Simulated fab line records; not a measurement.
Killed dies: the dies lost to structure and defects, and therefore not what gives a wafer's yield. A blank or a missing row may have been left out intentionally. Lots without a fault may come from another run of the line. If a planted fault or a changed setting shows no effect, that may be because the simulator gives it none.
Which tool did it? + flow sky130 + 18 wafers from 6 lots sampled at 3 of the route's 708 steps

WHAT EACH GAUGE READ, for each wafer
SKY_CONTACT_CD_MEAS_14: the cd target is 170 nm.
| lot  | measured     | on        | cd nm (nm)        |
|------|--------------|-----------|-------------------|
| L804 | day 32 13:09 | cd sem-01 | 169.6 168.8 168.1 |
| L808 | day 34 02:41 | cd sem-02 | 169.3 170.7 169.9 |
| L812 | day 35 07:57 | cd sem-02 | 167.8 168.6 168.0 |
| L818 | day 37 06:30 | cd sem-01 | 144.1 140.2 123.8 |
| L821 | day 38 02:51 | cd sem-01 | 168.0 168.4 168.7 |
| L824 | day 38 13:27 | cd sem-01 | 168.7 171.0 170.5 |

EACH LOT AND THE TOOL THAT RAN IT (in order: tool; ch and the chambers of the sampled wafers; start)
| lot  | SKY_LOCAL_INTERCONNECT_STRIP_15      | SKY_CONTACT_EXPOSE_11             |
|------|--------------------------------------|-----------------------------------|
| L804 | plasma asher-01 ch 0,1, day 31 08:42 | krf scanner-01 ch 0, day 32 00:40 |
| L808 | plasma asher-04 ch 0,1, day 32 23:22 | krf scanner-02 ch 0, day 33 14:09 |
| L812 | plasma asher-04 ch 0,1, day 34 04:43 | krf scanner-01 ch 0, day 34 19:24 |
| L818 | plasma asher-01 ch 0,1, day 36 02:34 | krf scanner-01 ch 0, day 36 17:38 |
| L821 | plasma asher-04 ch 0,1, day 37 00:16 | krf scanner-02 ch 0, day 37 14:56 |
| L824 | plasma asher-03 ch 0,1, day 37 10:34 | krf scanner-02 ch 0, day 38 01:38 |
- SKY_LOCAL_INTERCONNECT_STRIP_15: strips in O2/N2.
- SKY_CONTACT_EXPOSE_11: exposes mask CTM1, target cd 170 nm.

THE ANSWER, worked out from the rows above alone
Rule: what is usual is taken from the lots themselves. The widest of any qualifying gaps counts: lots, ordered by their means at a reading, are off when they make up no more than a third of the lots, leave a main group of 4 or more, and stand apart from it by 3 or more times the standard deviation of that group's means. Not used: any main group whose means are identical at the precision the tables above print for the reading. A lot without any number at a reading at which 4 lots or more have one is off too. The other lots that the step has rows for count as sound.
Off, at SKY_CONTACT_CD_MEAS_14 on cd nm: L818. The main group: mean 169.1 nm, standard deviation 0.8.
If a tool, at a process step before that reading, ran all the lots that are off and no sound lot after the first of them, it fits. Those tools and the gauges at SKY_CONTACT_CD_MEAS_14 are tried in the same way. This does not decide it: 2 tools fit, namely plasma asher-01 at SKY_LOCAL_INTERCONNECT_STRIP_15 and krf scanner-01 at SKY_CONTACT_EXPOSE_11.

WHAT THE SIMULATOR PUT IN
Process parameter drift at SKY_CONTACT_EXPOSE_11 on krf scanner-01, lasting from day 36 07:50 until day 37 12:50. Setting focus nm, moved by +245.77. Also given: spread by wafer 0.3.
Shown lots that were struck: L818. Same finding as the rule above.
